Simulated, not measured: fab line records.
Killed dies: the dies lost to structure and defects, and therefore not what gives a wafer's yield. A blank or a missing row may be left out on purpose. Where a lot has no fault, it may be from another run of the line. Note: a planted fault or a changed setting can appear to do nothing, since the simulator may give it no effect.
What tool caused it?    flow gf180mcu    40 wafers from 14 lots sampled at 5 of the route's 602 steps

== WHAT THE GAUGES SHOWED, per wafer ==
GF_V4_THK_MEAS_25: measures by xrf.
lot   measured      on             V4_W_THK (nm)
L270  day 24 11:41  film metro-04  345 338 347
L272  day 25 06:51  film metro-04  337 346 342
L273  day 25 09:39  film metro-02  346 351 347
L274  day 25 22:43  film metro-04  346 340 348
L275  day 26 07:11  film metro-02  353 346 353
L276  day 26 13:46  film metro-03  346 342 350
L279  day 27 12:59  film metro-03  357 352 353
L280  day 27 19:52  film metro-02  342 345 345
L282  day 28 07:17  film metro-02  350 351
L283  day 28 15:52  film metro-04  341 344 344
L284  day 28 19:37  film metro-04  347 343
L286  day 29 15:04  film metro-04  348 345 347
L290  day 30 13:55  film metro-04  342 345 347
L293  day 31 07:34  film metro-04  352 353 348

GF_PASSIVATION_BOW_MEAS_14.
lot   measured      on             PASSIVATION_BOW (um)
L270  day 29 02:05  film metro-04  123 120 124
L272  day 29 20:23  film metro-03  141 139 142
L273  day 29 21:23  film metro-03  140 131 136
L274  day 30 08:01  film metro-03  131 146 128
L275  day 30 17:14  film metro-02  126 123 133
L276  day 30 22:07  film metro-03  148 153 150
L279  day 31 18:11  film metro-04  147 136 154
L280  day 32 00:00  film metro-04  144 151 165
L282  day 32 09:16  film metro-04  142 134
L283  day 32 16:32  film metro-02  133 124 133
L284  day 32 19:59  film metro-03  123 128
L286  day 33 11:43  film metro-03  138 128 134
L290  day 34 06:37  film metro-02  132 142 137
L293  day 34 20:37  film metro-04  141 143 136

== EACH LOT AND THE TOOL THAT RAN IT (in order: tool; ch and the chambers of the sampled wafers; start) ==
lot   GF_M4_SPUTTER_03              GF_PASSIVATION_ETCH_11              GF_PASSIVATION_STRIP_12
L270  pvd sputter-02, day 22 12:22  rie diel-02 ch 2,3, day 29 00:13    plasma asher-03 ch 0,1, day 29 00:29
L272  pvd sputter-02, day 23 08:13  rie diel-03 ch 0,1, day 29 18:33    plasma asher-03 ch 0,1, day 29 18:47
L273  pvd sputter-01, day 23 10:44  rie diel-04 ch 0,1,3, day 29 19:33  plasma asher-01 ch 1, day 29 19:47
L274  pvd sputter-03, day 24 00:49  rie diel-03 ch 0,2, day 30 06:09    plasma asher-04 ch 0,1, day 30 06:23
L275  pvd sputter-01, day 24 08:55  rie diel-02 ch 0,1,3, day 30 15:24  plasma asher-04 ch 0,1, day 30 15:38
L276  pvd sputter-02, day 24 17:05  rie diel-04 ch 0,2,3, day 30 20:15  plasma asher-03 ch 0,1, day 30 20:29
L279  pvd sputter-02, day 25 16:58  rie diel-03 ch 0,1,3, day 31 16:19  plasma asher-03 ch 0,1, day 31 16:35
L280  pvd sputter-03, day 26 00:39  rie diel-03 ch 0,2,3, day 31 22:09  plasma asher-03 ch 1, day 31 22:24
L282  pvd sputter-03, day 26 12:44  rie diel-03 ch 2,3, day 32 07:22    plasma asher-04 ch 0,1, day 32 07:38
L283  pvd sputter-02, day 26 21:50  rie diel-04 ch 1,2,3, day 32 14:42  plasma asher-03 ch 0,1, day 32 14:56
L284  pvd sputter-03, day 27 01:51  rie diel-03 ch 0,3, day 32 18:09    plasma asher-03 ch 0, day 32 18:23
L286  pvd sputter-02, day 27 22:40  rie diel-04 ch 0,1,3, day 33 09:51  plasma asher-04 ch 0,1, day 33 10:05
L290  pvd sputter-03, day 28 22:26  rie diel-04 ch 2,3, day 34 04:46    plasma asher-04 ch 0,1, day 34 05:00
L293  pvd sputter-02, day 29 18:07  rie diel-04 ch 0,1, day 34 18:46    plasma asher-01 ch 0,1, day 34 19:00
- GF_M4_SPUTTER_03: material Ti, target thk 10 nm, time 6.7 s.
- GF_PASSIVATION_ETCH_11: etches the open film in CF4/O2, stops on TiN, target depth 1800 nm, time 400 s.
- GF_PASSIVATION_STRIP_12: strips in O2/N2.

== AS READ BY THE TOOLS THEMSELVES (means over the sampled wafers that have a number; for cases with no such wafer, the mark the record gives instead) ==
GF_M4_SPUTTER_03.
lot   tool            throttle valve pct (%)
L270  pvd sputter-02  30.8
L272  pvd sputter-02  30.1
L273  pvd sputter-01  29.1
L274  pvd sputter-03  29.9
L275  pvd sputter-01  29.1
L276  pvd sputter-02  30.3
L279  pvd sputter-02  29.8
L280  pvd sputter-03  29.6
L282  pvd sputter-03  29.5
L283  pvd sputter-02  29.5
L284  pvd sputter-03  30.1
L286  pvd sputter-02  30.2
L290  pvd sputter-03  29.7
L293  pvd sputter-02  29.7

GF_PASSIVATION_ETCH_11.
lot   tool         cf4 flow sccm (sccm)  drypump motor current A (A)  oes product au (a.u.)  throttle valve pct (%)
L270  rie diel-02  79.82                 5.8                          0.966                  5.963
L272  rie diel-03  79.77                 5.6                          0.968                  5.967
L273  rie diel-04  80.16                 6.3                          0.974                  5.957
L274  rie diel-03  80.14                 5.6                          0.974                  5.961
L275  rie diel-02  79.90                 5.9                          0.965                  5.961
L276  rie diel-04  79.67                 5.7                          0.975                  5.962
L279  rie diel-03  80.04                 5.5                          0.972                  5.957
L280  rie diel-03  79.97                 5.5                          0.969                  5.961
L282  rie diel-03  79.96                 5.4                          0.906                  5.938
L283  rie diel-04  79.89                 5.9                          0.970                  5.963
L284  rie diel-03  80.24                 5.6                          0.898                  5.947
L286  rie diel-04  80.15                 6.3                          0.971                  5.959
L290  rie diel-04  80.16                 5.7                          0.966                  5.969
L293  rie diel-04  80.14                 6.3                          0.966                  5.948

GF_PASSIVATION_STRIP_12.
lot   tool             drypump motor current A (A)  heater power w (W)  oes product au (a.u.)  strip time to endpoint s (s)
L270  plasma asher-03  5.9                          329                 0.720                  34.84
L272  plasma asher-03  5.7                          336                 0.716                  34.48
L273  plasma asher-01  5.3                          321                 0.716                  34.39
L274  plasma asher-04  5.5                          338                 0.717                  34.57
L275  plasma asher-04  5.3                          330                 0.723                  34.61
L276  plasma asher-03  5.9                          328                 0.722                  34.58
L279  plasma asher-03  5.7                          333                 0.721                  34.75
L280  plasma asher-03  6.2                          332                 0.723                  34.36
L282  plasma asher-04  5.4                          336                 0.716                  36.65
L283  plasma asher-03  5.7                          333                 0.727                  34.57
L284  plasma asher-03  5.4                          328                 0.720                  36.56
L286  plasma asher-04  5.4                          329                 0.720                  34.64
L290  plasma asher-04  5.3                          327                 0.718                  34.83
L293  plasma asher-01  5.4                          321                 0.719                  34.55

== THE ANSWER, worked out from the rows above alone ==
Rule: what is usual is taken from the lots themselves. The widest of any qualifying gaps counts: lots, ordered by their means at a reading, are off when they make up no more than a third of the lots, leave a main group of 4 or more, and stand apart from it by 3 or more times the standard deviation of that group's means. Not used: any main group whose means are identical at the precision the tables above print for the reading. A lot without any number at a reading at which 4 lots or more have one is off too. All remaining lots with rows at the step are treated as sound. The gauges are gone through in route order, then the tools' own readings, and for those a lot's mean is taken as printed above. The first step at which some lot is off is used, and at that step the reading that is off furthest; a lot without a number counts as furthest.
Off at GF_PASSIVATION_ETCH_11 (oes product au): L282, L284. The main group has a mean of 0.970 a.u. with a standard deviation of 0.0034.
If a tool, at that step or one of the process steps before it, ran each lot that is off and ran no sound lot following the first of them, it fits. One candidate fits, namely rie diel-03 at GF_PASSIVATION_ETCH_11. Its last sound lot is L280 (day 31 22:09), its first lot that is off L282 (day 32 07:22): a fault that began between those two fits.
On the lots that are off, the tool's own readings at GF_PASSIVATION_ETCH_11 differ by more than 5 times the standard deviation of the sound lots' means, which bears it out; oes product au reads 0.902 a.u. there versus 0.970 a.u. on the sound lots.

== WHAT WAS PUT IN BY THE SIMULATOR ==
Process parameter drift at GF_PASSIVATION_ETCH_11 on rie diel-03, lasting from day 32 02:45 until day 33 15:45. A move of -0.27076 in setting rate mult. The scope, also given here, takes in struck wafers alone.
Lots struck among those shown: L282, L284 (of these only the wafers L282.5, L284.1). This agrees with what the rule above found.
